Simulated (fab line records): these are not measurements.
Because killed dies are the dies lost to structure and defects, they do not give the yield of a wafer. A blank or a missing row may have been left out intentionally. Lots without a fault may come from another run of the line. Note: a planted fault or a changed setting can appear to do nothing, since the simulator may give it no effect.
fab line records	flow sky130
record: lots: 6	wafers: 18	last-day: 50
route steps=708 shown PASSIVATION@681 PAD_OPEN@694
lots that met no fault: taken from a fault-free run of the same line
start-h: hours from the record's opening day to when the first of the lot's shown wafers began	wait-h: time in hours since the lot's previous step	" the same as in the row above	L1.1+2: several wafers, shown together as one row	- no value, or no start given	* or withheld: withheld	< > ~ a bound
route shown NAME@n: names a module that has steps shown in the file, with the first one's number in the route	usual: mean/standard deviation of fault-free wafers	same: alike in all rows	chamber/n: place in a boat	sites: the reading at each site	_std_site: standard deviation across them	_edge_site: outer sites' mean less inner sites'	radius-mm: for every site, how far away it sits from the centre of the wafer	mask NAME#n: copy n	behind: the last tool/chamber to shape the wafer	hold: cause of the lot's hold/its duration in hours/its outcome	device: which transistor (n, p or np) failed to switch	end of line: tests of these same wafers at the route's end	a step with no rows: only its recipe	killed: not the wafer's yield, but the dies lost to structure and defects at the first sort	map: per-die view of a wafer (x killed, . not killed, _ where there is no die)
set.NAME: the run value of the setting; set.NAME@STEP: its run value at that earlier step	model.NAME: the simulator's own value behind a step, which no gauge read
lots at some steps of the route; a table a step, a row a wafer
services: the hour from which a tool's chamber was out of use, counted from the record's first day as start-h (under 0 if before that day), plus the number of hours and why
== steps ==
step: SKY_PASSIVATION_CVD_00
recipe: material: SiO2	target-thk-nm: 90	temp-c: 400	time-s: withheld	rf-w: 600
usual: heater-power-w: 663/89
lot.wafer	tool	chamber	start-h	wait-h	heater-power-w
L787.1	pecvd-01	1	1032.05	0.0	597
L787.4	"	0	"	"	526
L787.5	"	1	"	"	599
L794.2	pecvd-01	0	1080.06	0.0	623
L794.3	"	1	"	"	714
L794.6	"	2	"	"	527
L798.3	pecvd-02	0	1103.16	0.0	777
L798.4	"	1	"	"	517
L798.6	"	0	"	"	818
L804.1	pecvd-02	2	1136.26	0.0	637
L804.2	"	1	"	"	607
L804.6	"	0	"	"	822
L808.1	pecvd-04	0	1156.22	0.0	859
L808.2	"	2	"	"	564
L808.6	"	0	"	"	686
L807.2	pecvd-01	1	1158.89	0.0	664
L807.4	"	2	"	"	549
L807.5	"	0	"	"	622
step: SKY_PASSIVATION_THK_MEAS_01
recipe: reads: SiO2_of_PASSIVATION_CVD_00
usual: PASSIVATION_CVD_00_THK: 90.2/1
lot.wafer	tool	chamber	start-h	wait-h	PASSIVATION_CVD_00_THK[nm]
L787.1	film-metro-04	-	1032.07	-	90.5
L787.4	"	-	"	"	91.6
L787.5	"	-	"	"	90.7
L794.2	film-metro-02	-	1080.15	-	88.3
L794.3	"	-	"	"	88.4
L794.6	"	-	"	"	91.0
L798.3	film-metro-04	-	1103.20	-	90.8
L798.4	"	-	"	"	90.4
L798.6	"	-	"	"	91.7
L804.1	film-metro-03	-	1136.28	-	90.1
L804.2	"	-	"	"	89.5
L804.6	"	-	"	"	90.2
L808.1	film-metro-02	-	1156.26	-	89.5
L808.2	"	-	"	"	88.3
L808.6	"	-	"	"	90.1
L807.2	film-metro-04	-	1158.92	-	89.6
L807.4	"	-	"	"	92.3
L807.5	"	-	"	"	91.8
step: SKY_PASSIVATION_CVD_02
recipe: material: Si3N4	target-thk-nm: 540	temp-c: 400	time-s: withheld	rf-w: 450
usual: heater-power-w: 717/98
lot.wafer	tool	chamber	start-h	wait-h	heater-power-w
L787.1	pecvd-02	2	1032.13	0.1	670
L787.4	"	1	"	"	602
L787.5	"	0	"	"	848
L794.2	pecvd-02	0	1080.20	0.0	894
L794.3	"	0	"	"	765
L794.6	"	0	"	"	784
L798.3	pecvd-04	0	1103.36	0.1	869
L798.4	"	1	"	"	823
L798.6	"	1	"	"	680
L804.1	pecvd-01	0	1136.34	0.1	609
L804.2	"	1	"	"	709
L804.6	"	1	"	"	733
L808.1	pecvd-02	0	1156.32	0.1	832
L808.2	"	1	"	"	598
L808.6	"	2	"	"	776
L807.2	pecvd-04	0	1158.97	0.0	858
L807.4	"	2	"	"	703
L807.5	"	0	"	"	906
step: SKY_PASSIVATION_THK_MEAS_03
recipe: reads: Si3N4_of_PASSIVATION_CVD_02
usual: PASSIVATION_CVD_02_THK: 539/7.5
lot.wafer	tool	chamber	start-h	wait-h	PASSIVATION_CVD_02_THK[nm]
L787.1	film-metro-04	-	1032.35	-	530
L787.4	"	-	"	"	543
L787.5	"	-	"	"	534
L794.2	film-metro-03	-	1080.55	-	531
L794.3	"	-	"	"	545
L794.6	"	-	"	"	547
L798.3	film-metro-02	-	1103.60	-	536
L798.4	"	-	"	"	531
L798.6	"	-	"	"	534
L804.1	film-metro-03	-	1136.57	-	543
L804.2	"	-	"	"	539
L804.6	"	-	"	"	549
L808.1	film-metro-03	-	1156.54	-	532
L808.2	"	-	"	"	537
L808.6	"	-	"	"	538
L807.2	film-metro-04	-	1159.32	-	526
L807.4	"	-	"	"	541
L807.5	"	-	"	"	537
step: SKY_PASSIVATION_DEHYDRATE_04
recipe: temp-c: 200	time-s: 60
step: SKY_PASSIVATION_HMDS_05
recipe: prime-time-s: 60	prime-temp-c: 120
step: SKY_PASSIVATION_COAT_06
recipe: spin-rpm: 2000	resist-thk-nm: 3000
step: SKY_PASSIVATION_SOFTBAKE_07
recipe: temp-c: 110	time-s: withheld
step: SKY_PASSIVATION_EXPOSE_08
recipe: mask-id: NSM	target-cd-nm: 3000	na: 0.57	dose-mj: 260
step: SKY_PASSIVATION_PEB_09
recipe: temp-c: 115	time-s: withheld
step: SKY_PASSIVATION_DEVELOP_10
recipe: develop-time-s: 60	dev-temp-c: 23
step: SKY_PASSIVATION_ETCH_11
recipe: chemistry: CF4/O2	target-depth-nm: 725	stop-on: AlCu	source-w: 800	bias-w: 150	pressure-mtorr: 150	cf4-flow-sccm: 80	O2_flow_sccm: 10	time-s: 163.9
usual: drypump-motor-current-A: 5.8/0.5	oes-product-au: 0.977/0.0077	throttle-valve-pct: 5.964/0.0094
lot.wafer	tool	chamber	start-h	wait-h	drypump-motor-current-A	oes-product-au	rf-hours-counter-h	throttle-valve-pct
L787.1	rie-diel-03	3	1054.44	-	5.6	0.971	6	5.956
L787.4	"	1	"	"	5.9	0.973	-	5.968
L787.5	"	3	"	"	5.6	0.971	-	5.946
L794.2	rie-diel-02	2	1100.99	-	5.8	0.961	17	5.955
L794.3	"	1	"	"	6.6	0.981	17	5.983
L794.6	"	0	"	"	5.2	0.990	-	5.961
L798.3	rie-diel-04	0	1124.30	-	6.5	0.976	12	5.954
L798.4	"	1	"	"	5.7	0.964	26	5.966
L798.6	"	2	"	"	5.2	0.976	-	5.956
L804.1	rie-diel-04	3	1154.80	-	6.2	0.982	24	5.944
L804.2	"	1	"	"	5.7	0.974	27	5.949
L804.6	"	3	"	"	6.2	0.987	-	5.965
L808.1	rie-diel-04	0	1173.35	-	6.5	0.976	14	5.965
L808.2	"	3	"	"	6.2	0.974	25	5.964
L808.6	"	3	"	"	6.2	0.966	-	5.935
L807.2	rie-diel-03	3	1176.71	-	5.6	0.971	10	5.969
L807.4	"	1	"	"	5.8	0.978	-	5.976
L807.5	"	3	"	"	5.6	0.974	-	5.956
step: SKY_PASSIVATION_STRIP_12
recipe: chemistry: O2/N2	power-w: 1400	pressure-mtorr: 1500	platen-temp-c: withheld	overash-fraction: 0.7	o2-flow-sccm: 3000	n2-flow-sccm: 300
usual: drypump-motor-current-A: 6.0/0.56	oes-product-au: 0.661/0.0046	strip-time-to-endpoint-s: 31.41/0.12
lot.wafer	tool	chamber	start-h	wait-h	drypump-motor-current-A	oes-product-au	rf-hours-counter-h	strip-time-to-endpoint-s
L787.1	plasma-asher-03	1	1054.55	0.1	6.0	0.665	55	31.50
L787.4	"	1	"	"	6.0	0.659	-	31.44
L787.5	"	1	"	"	6.0	0.654	-	31.49
L794.2	plasma-asher-03	1	1101.10	0.1	6.1	0.661	60	31.61
L794.3	"	1	"	"	6.1	0.656	-	31.51
L794.6	"	1	"	"	6.0	0.666	-	31.54
L798.3	plasma-asher-03	1	1124.44	0.1	6.0	0.668	-	31.20
L798.4	"	0	"	"	6.6	0.661	-	31.31
L798.6	"	1	"	"	6.0	0.659	-	31.42
L804.1	plasma-asher-01	1	1154.91	0.1	5.2	0.664	9	31.39
L804.2	"	0	"	"	5.5	0.654	9	31.18
L804.6	"	1	"	"	5.2	0.662	-	31.33
L808.1	plasma-asher-01	1	1173.46	0.1	5.2	0.663	11	31.35
L808.2	"	0	"	"	5.5	0.660	11	31.60
L808.6	"	1	"	"	5.2	0.662	-	31.46
L807.2	plasma-asher-04	0	1176.82	0.1	5.2	0.652	38	31.51
L807.4	"	0	"	"	5.2	0.652	-	31.48
L807.5	"	1	"	"	6.4	0.665	-	31.51
step: SKY_PAD_OPEN_DEHYDRATE_00
recipe: temp-c: 200	time-s: 60
step: SKY_PAD_OPEN_HMDS_01
recipe: prime-time-s: 60	prime-temp-c: 120
step: SKY_PAD_OPEN_COAT_02
recipe: spin-rpm: 2000	resist-thk-nm: 3000
step: SKY_PAD_OPEN_SOFTBAKE_03
recipe: temp-c: 109.5	time-s: withheld
step: SKY_PAD_OPEN_EXPOSE_04
recipe: mask-id: PDM	target-cd-nm: 60000	na: 0.57	dose-mj: 260
step: SKY_PAD_OPEN_PEB_05
recipe: temp-c: 115	time-s: withheld
step: SKY_PAD_OPEN_DEVELOP_06
recipe: develop-time-s: 60	dev-temp-c: 23
step: SKY_PAD_OPEN_ETCH_07
recipe: chemistry: CF4/O2	target-depth-nm: 725	stop-on: AlCu	source-w: 800	bias-w: 150	pressure-mtorr: 150	cf4-flow-sccm: 80	O2_flow_sccm: 10	time-s: 161.1
usual: drypump-motor-current-A: 5.8/0.49	oes-product-au: 0.977/0.0069	throttle-valve-pct: 5.964/0.0092
lot.wafer	tool	chamber	start-h	wait-h	drypump-motor-current-A	oes-product-au	rf-hours-counter-h	throttle-valve-pct
L787.1	rie-diel-01	1	1076.14	-	6.3	0.966	22	5.958
L787.4	"	0	"	"	5.7	0.989	29	5.971
L787.5	"	0	"	"	5.7	0.982	-	5.965
L794.2	rie-diel-04	2	1121.56	-	5.2	0.966	21	5.957
L794.3	"	0	"	"	6.5	0.985	12	5.959
L794.6	"	2	"	"	5.2	0.981	-	5.970
L798.3	rie-diel-02	1	1143.21	-	6.6	0.983	19	5.975
L798.4	"	3	"	"	5.3	0.969	-	5.943
L798.6	"	1	"	"	6.6	0.980	-	5.963
L804.1	rie-diel-01	3	1172.36	-	5.3	0.980	23	5.949
L804.2	"	2	"	"	5.4	0.981	7	5.946
L804.6	"	2	"	"	5.4	0.987	-	5.968
L808.1	rie-diel-01	2	1189.31	-	5.4	0.983	8	5.959
L808.2	"	1	"	"	6.3	0.978	27	5.975
L808.6	"	2	"	"	5.4	0.972	-	5.946
L807.2	rie-diel-02	0	1192.89	-	5.2	0.971	7	5.957
L807.4	"	2	"	"	5.8	0.979	21	5.975
L807.5	"	2	"	"	5.8	0.968	-	5.965
step: SKY_PAD_OPEN_STRIP_08
recipe: chemistry: O2/N2	power-w: 1400	pressure-mtorr: 1500	platen-temp-c: withheld	overash-fraction: 0.7	o2-flow-sccm: 3000	n2-flow-sccm: 300
usual: drypump-motor-current-A: 5.9/0.37	oes-product-au: 0.663/0.0047
lot.wafer	tool	chamber	start-h	wait-h	drypump-motor-current-A	oes-product-au	rf-hours-counter-h
L787.1	plasma-asher-02	0	1076.25	0.1	5.9	0.667	98
L787.4	"	0	"	"	5.9	0.660	-
L787.5	"	1	"	"	5.9	0.673	-
L794.2	plasma-asher-02	0	1121.70	0.1	5.9	0.658	103
L794.3	"	0	"	"	5.9	0.667	-
L794.6	"	0	"	"	5.9	0.666	-
L798.3	plasma-asher-01	0	1143.35	0.1	5.5	0.655	-
L798.4	"	1	"	"	5.2	0.668	-
L798.6	"	0	"	"	5.5	0.661	-
L804.1	plasma-asher-01	1	1172.47	0.1	5.2	0.665	10
L804.2	"	0	"	"	5.5	0.668	10
L804.6	"	0	"	"	5.5	0.663	-
L808.1	plasma-asher-01	1	1189.42	0.1	5.2	0.663	12
L808.2	"	0	"	"	5.5	0.669	12
L808.6	"	0	"	"	5.5	0.661	-
L807.2	plasma-asher-03	1	1193.00	0.1	6.0	0.667	69
L807.4	"	0	"	"	6.6	0.661	-
L807.5	"	1	"	"	6.0	0.660	-
step: SKY_PAD_OPEN_STRIP_09
recipe: chemistry: post-etch-residue-remover	time-s: 1200	temp-c: 72.5
step: SKY_PAD_OPEN_CLEAN_10
recipe: chemistry: IPA	time-s: 180	temp-c: 25
step: SKY_PAD_OPEN_CLEAN_11
recipe: chemistry: O3/DIW	dry: n2-spin
step: SKY_PAD_OPEN_ANNEAL_12
recipe: temp-c: 400	time-s: withheld	ambient: N2/H2	idle-temp-c: 300	ramp-up-c-per-min: 8	ramp-down-c-per-min: 4
step: SKY_PAD_OPEN_BOW_MEAS_13
recipe: mode: bow
usual: PAD_OPEN_BOW: 47/9.3
lot.wafer	tool	chamber	start-h	wait-h	PAD_OPEN_BOW[um]
L787.1	film-metro-04	-	1078.34	-	46
L787.4	"	-	"	"	50
L787.5	"	-	"	"	58
L794.2	film-metro-03	-	1123.81	-	28
L794.3	"	-	"	"	53
L794.6	"	-	"	"	44
L798.3	film-metro-03	-	1145.49	-	44
L798.4	"	-	"	"	38
L798.6	"	-	"	"	52
L804.1	film-metro-04	-	1174.67	-	48
L804.2	"	-	"	"	33
L804.6	"	-	"	"	58
L808.1	film-metro-04	-	1191.51	-	22
L808.2	"	-	"	"	39
L808.6	"	-	"	"	46
L807.2	film-metro-04	-	1195.15	-	58
L807.4	"	-	"	"	43
L807.5	"	-	"	"	59
step: SKY_PAD_OPEN_PROBE_99
usual: defect-limited-yield: 82.4/1.8	killed_at_M0_to_M3: 43/6.8	killed_at_M4_up: 3.1/1.6	killed-at-contacts: 24/5.4	killed-at-front-end: 16/4.4	killed-at-other: 0.2/0.48	killed-dies: 87/8.8	killed-on-rim: 17/3.4	killed-open: 48/6.4	killed-short: 39/6.2	sort_bin_3_pad_short: 0.9/0.43	sort_bin_5_function: 10.5/1.4	sort_bin_6_memory: 6.2/1.1	sort-n-pass: 405/8.8	sort-yield-pct: 82.4/1.8
same: gross-dies: 492	killed-at-back-side: 0	sort_bin_4_leakage[%]: 0	sort_bin_8_speed[%]: 0
lot.wafer	tool	chamber	start-h	wait-h	defect-limited-yield[%]	killed_at_M0_to_M3	killed_at_M4_up	killed-at-contacts	killed-at-front-end	killed-at-other	killed-dies	killed-on-rim	killed-open	killed-short	sort_bin_3_pad_short[%]	sort_bin_5_function[%]	sort_bin_6_memory[%]	sort-n-pass	sort-yield-pct[%]	model.etest.tester.sort-n-pass	model.etest.tester.sort-yield-pct	model.etest.tester.sort_bin_5_pct	model.etest.tester.sort_bin_3_pct
L787.1	prober-01	-	1078.46	0.1	81.5	40	2	29	20	0	91	15	46	45	0.8	10.8	6.9	401	81.5	401	81.5	10.77	0.813
L787.4	prober-01	-	1078.61	0.2	79.9	49	4	25	21	0	99	17	47	52	1.4	11.8	6.9	393	79.9	393	79.88	11.79	1.423
L787.5	prober-01	-	1078.66	0.2	83.5	39	5	20	17	0	81	17	33	48	1.4	9.1	5.9	411	83.5	411	83.54	9.146	1.423
L794.2	prober-02	-	1123.96	0.1	75.2	37	4	20	12	49	122	19	37	36	3.3	14.8	6.7	370	75.2	370	75.2	14.84	3.252
L794.3	prober-02	-	1124.01	0.2	72.4	44	6	30	11	45	136	21	50	41	2.4	18.3	6.9	356	72.4	356	72.36	18.29	2.439
L794.6	prober-02	-	1124.16	0.2	74.2	45	4	21	15	42	127	17	50	35	2.0	17.3	6.5	365	74.2	365	74.19	17.28	2.033
L798.3	prober-02	-	1145.67	0.2	75.8	40	3	20	13	43	119	17	41	35	2.2	15.2	6.7	373	75.8	373	75.81	15.24	2.236
L798.4	prober-02	-	1145.72	0.2	79.9	50	4	15	8	22	99	21	39	38	1.4	13.2	5.5	393	79.9	393	79.88	13.21	1.423
L798.6	prober-02	-	1145.82	0.2	74.0	45	4	20	13	46	128	21	45	37	2.4	14.6	8.9	364	74.0	364	73.98	14.63	2.439
L804.1	prober-02	-	1174.79	0.1	83.1	39	2	26	16	0	83	17	45	38	1.2	9.1	6.5	409	83.1	409	83.13	9.146	1.22
L804.2	prober-02	-	1174.84	0.1	81.9	36	3	27	22	1	89	17	51	38	1.2	9.6	7.3	403	81.9	403	81.91	9.553	1.22
L804.6	prober-02	-	1175.04	0.2	82.5	35	4	34	13	0	86	20	46	40	1.2	10.6	5.7	406	82.5	406	82.52	10.57	1.22
L808.1	prober-01	-	1191.63	0.1	81.3	47	1	25	19	0	92	15	66	26	0.6	11.0	7.1	400	81.3	400	81.3	10.98	0.6098
L808.2	prober-01	-	1191.68	0.1	85.8	38	3	17	12	0	70	11	42	28	0	8.5	5.7	422	85.8	422	85.77	8.537	0
L808.6	prober-01	-	1191.88	0.2	82.3	54	1	14	18	0	87	21	47	40	1.2	10.2	6.3	405	82.3	405	82.32	10.16	1.22
L807.2	prober-02	-	1195.30	0.1	80.7	52	1	19	23	0	95	17	47	48	0.6	11.2	7.5	397	80.7	397	80.69	11.18	0.6098
L807.4	prober-02	-	1195.40	0.2	81.7	48	1	24	17	0	90	7	58	32	0.4	10.6	7.3	402	81.7	402	81.71	10.57	0.4065
L807.5	prober-02	-	1195.45	0.2	80.9	45	5	21	23	0	94	16	46	48	2.2	10.6	6.3	398	80.9	398	80.89	10.57	2.236
killed by level:class
L787.1 METAL2:geometric-particle:short=8 POLY_GATE:geometric-particle:open=7 CONTACT:geometric-particle:short=7 LI_CONTACT:geometric-particle:open=6 LOCAL_INTERCONNECT:geometric-particle:short=6 CONTACT:geometric-particle:open=6 VIA3:geometric-particle:open=6 FIELD_ISO:geometric-particle:open=4
L787.4 FIELD_ISO:geometric-particle:open=10 VIA3:geometric-particle:open=7 CONTACT:geometric-particle:open=7 CONTACT:geometric-particle:short=7 METAL1:geometric-particle:short=6 VIA1:geometric-particle:short=6 METAL2:geometric-particle:short=6 VIA2:geometric-particle:open=6
L787.5 METAL2:geometric-particle:short=11 FIELD_ISO:geometric-particle:short=8 CONTACT:geometric-particle:open=7 VIA1:geometric-particle:short=7 VIA2:geometric-particle:open=6 CONTACT:geometric-particle:short=5 VIA1:geometric-particle:open=5 VIA3:geometric-particle:open=5
L794.2 PASSIVATION:unspecified=49 VIA1:geometric-particle:open=6 METAL1:geometric-particle:short=6 VIA2:geometric-particle:open=6 LI_CONTACT:geometric-particle:open=5 METAL4:geometric-particle:short=4 CONTACT:geometric-particle:short=4 CONTACT:geometric-particle:open=4
L794.3 PASSIVATION:unspecified=45 LI_CONTACT:geometric-particle:open=10 LOCAL_INTERCONNECT:geometric-particle:short=8 METAL1:geometric-particle:short=8 METAL2:geometric-particle:short=8 VIA3:geometric-particle:open=7 VIA2:geometric-particle:open=6 CONTACT:geometric-particle:open=6
L794.6 PASSIVATION:unspecified=42 CONTACT:geometric-particle:open=11 VIA2:geometric-particle:open=10 VIA1:geometric-particle:open=7 FIELD_ISO:geometric-particle:open=6 VIA3:geometric-particle:open=5 VIA1:geometric-particle:short=5 FIELD_ISO:geometric-particle:short=4
L798.3 PASSIVATION:unspecified=43 VIA1:geometric-particle:open=13 CONTACT:geometric-particle:short=5 CONTACT:geometric-particle:open=5 METAL1:geometric-particle:short=5 METAL2:geometric-particle:short=5 VIA3:geometric-particle:open=5 FIELD_ISO:geometric-particle:short=4
L798.4 PASSIVATION:unspecified=22 VIA2:geometric-particle:open=12 VIA1:geometric-particle:open=9 LOCAL_INTERCONNECT:geometric-particle:short=6 METAL1:geometric-particle:short=6 CONTACT:geometric-particle:open=5 FIELD_ISO:geometric-particle:short=4 METAL3:geometric-particle:short=4
L798.6 PASSIVATION:unspecified=46 VIA1:geometric-particle:open=9 LI_CONTACT:geometric-particle:open=7 VIA2:geometric-particle:short=7 VIA2:geometric-particle:open=6 CONTACT:geometric-particle:open=5 POLY_GATE:geometric-particle:open=5 METAL1:geometric-particle:short=5
L804.1 CONTACT:geometric-particle:open=9 CONTACT:geometric-particle:short=7 VIA1:geometric-particle:open=7 VIA2:geometric-particle:open=6 VIA3:geometric-particle:open=6 POLY_GATE:geometric-particle:short=5 LI_CONTACT:geometric-particle:open=5 METAL1:geometric-particle:short=5
L804.2 VIA1:geometric-particle:open=10 CONTACT:geometric-particle:open=9 LI_CONTACT:geometric-particle:open=8 FIELD_ISO:geometric-particle:open=6 VIA1:geometric-particle:short=6 POLY_GATE:geometric-particle:short=5 LOCAL_INTERCONNECT:geometric-particle:short=4 VIA2:geometric-particle:open=4
L804.6 CONTACT:geometric-particle:open=10 CONTACT:geometric-particle:short=10 VIA1:geometric-particle:open=9 LI_CONTACT:geometric-particle:open=9 METAL2:geometric-particle:short=5 POLY_GATE:geometric-particle:short=4 VIA2:geometric-particle:short=4 FIELD_ISO:geometric-particle:open=3
L808.1 VIA1:geometric-particle:open=17 LI_CONTACT:geometric-particle:open=10 CONTACT:geometric-particle:open=9 VIA3:geometric-particle:open=7 POLY_GATE:geometric-particle:open=6 VIA2:geometric-particle:open=6 VIA2:geometric-particle:short=5 METAL3:geometric-particle:short=5
L808.2 VIA1:geometric-particle:open=14 POLY_GATE:geometric-particle:short=6 CONTACT:geometric-particle:open=6 METAL2:geometric-particle:short=6 POLY_GATE:geometric-particle:open=4 LI_CONTACT:geometric-particle:open=4 METAL1:geometric-particle:short=4 VIA3:geometric-particle:open=4
L808.6 METAL2:geometric-particle:short=11 VIA1:geometric-particle:open=9 VIA2:geometric-particle:open=7 POLY_GATE:geometric-particle:open=7 VIA1:geometric-particle:short=6 VIA3:geometric-particle:open=6 METAL1:geometric-particle:short=5 LI_CONTACT:geometric-particle:open=5
L807.2 VIA1:geometric-particle:open=9 METAL2:geometric-particle:short=9 LI_CONTACT:geometric-particle:open=7 VIA1:geometric-particle:short=7 VIA3:geometric-particle:open=6 POLY_GATE:geometric-particle:short=5 POLY_GATE:geometric-particle:open=5 CONTACT:geometric-particle:open=5
L807.4 VIA1:geometric-particle:open=15 VIA3:geometric-particle:open=12 LI_CONTACT:geometric-particle:open=11 CONTACT:geometric-particle:open=9 METAL1:geometric-particle:short=6 FIELD_ISO:geometric-particle:open=5 FIELD_ISO:geometric-particle:short=5 POLY_GATE:geometric-particle:short=4
L807.5 VIA1:geometric-particle:open=15 METAL2:geometric-particle:short=8 POLY_GATE:geometric-particle:short=7 FIELD_ISO:geometric-particle:open=6 CONTACT:geometric-particle:open=6 FIELD_ISO:geometric-particle:short=5 VIA1:geometric-particle:short=5 CONTACT:geometric-particle:short=5
map L794.3 (x killed, . not)
__________...x......_________
________.....x.x.....x_______
______x....xxx.......x.._____
_____.xxxxxxxx......x.x..____
____x.xxxxxxx.............___
___..xxxxxxxxxx............__
__x.x.xxxxxxxx..x..........._
_...xxxxxxxx.x.......x..x.x..
_......xx..x.......x....xxx..
_.x.x...x.xxx...x............
_..x........x..x....x..x.....
_x..x.........xx...xxx...x...
_x......x..........x.........
_.x..........................
_x..x.xx...x........x.......x
__...........x..xx....x....._
___......x..x.x.x....x.....__
____.x...x....xx.x....x...___
_____...x....x.xx.xxxx..x____
______x.x.....xx...x.xx._____
________x..x...xx....._______
__________x....xx..._________
map L798.6 (x killed, . not)
__________.........._________
________xx........x..._______
______x....xxx......xx.._____
_____.xx..xxxx...x....x..____
____..xxxxxxxx..x.....x...___
___.x..xxxxxxx.x..xxx......__
__...xxxxxxxxxx..x..x......._
_......xxxxxxx.x.....x.......
_.....x.xxxxx.x......x.......
_.x.....xx.xx..x......x...x..
_.....xx.....x.......x.......
_...................x..xxx...
_.x.....x......x.............
_.......xx.x..xx.........x.x.
_.x........x.x......x......xx
__...x...xx........x.....xx._
___.......x..x......x...x..__
____..x...x........x.....x___
_____x...x.....x.......xx____
______.x.............xx._____
________....x..x......_______
__________..x..x.xx._________
== services ==
tool	chamber	start-h	hours	kind
plasma-asher-01	-	1011.11	1.3	repair
rie-diel-01	2	1025.53	2.7	repair
rie-diel-04	0	1027.04	2.8	repair
pecvd-04	0	1041.50	6.3	repair
pecvd-01	-	1044.79	0.7	repair
rie-diel-04	0	1047.31	6.3	repair
plasma-asher-01	-	1055.25	9.0	pm
pecvd-01	-	1055.54	0.8	repair
rie-diel-04	0	1056.76	3.4	repair
rie-diel-02	3	1083.11	4.0	repair
pecvd-04	-	1083.50	2.8	pm
rie-diel-01	1	1093.02	7.4	repair
rie-diel-02	2	1094.89	5.5	repair
pecvd-04	2	1097.91	5.5	repair
pecvd-02	2	1100.74	11.8	repair
plasma-asher-03	-	1101.20	2.8	pm
plasma-asher-01	-	1115.72	2.8	pm
plasma-asher-03	-	1118.33	4.1	repair
plasma-asher-01	-	1120.36	2.6	repair
pecvd-02	-	1128.56	2.8	pm
pecvd-01	-	1137.17	2.8	pm
rie-diel-02	0	1137.82	13.0	repair
rie-diel-02	-	1141.74	0.7	repair
rie-diel-04	0	1179.43	5.1	repair
== key ==
first-sign: step: SKY_PAD_OPEN_PROBE_99	reading: killed-at-other	direction: up	sigmas: 41	usual: 0.2	struck: 41.2
effect: step: SKY_PAD_OPEN_PROBE_99	reading: defect-limited-yield	direction: down	sigmas: 4	usual: 82.4	struck: 75.2	wafers-moved: 5
model-effect: step: SKY_PAD_OPEN_PROBE_99	value: etest.tester.sort-n-pass	without: 404.7	struck: 370.2
met-at SKY_PASSIVATION_STRIP_12
struck-wafers L794.2,L794.3,L794.6,L798.3,L798.4,L798.6
onset-between 1054.55 1101.10
fault: kind: chamber-particle-source	tool: plasma-asher-03	chamber: -	onset-h: 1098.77	steps: SKY_PASSIVATION_STRIP_12	rate-per-visit-cm2: 0.49057	end-h: 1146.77
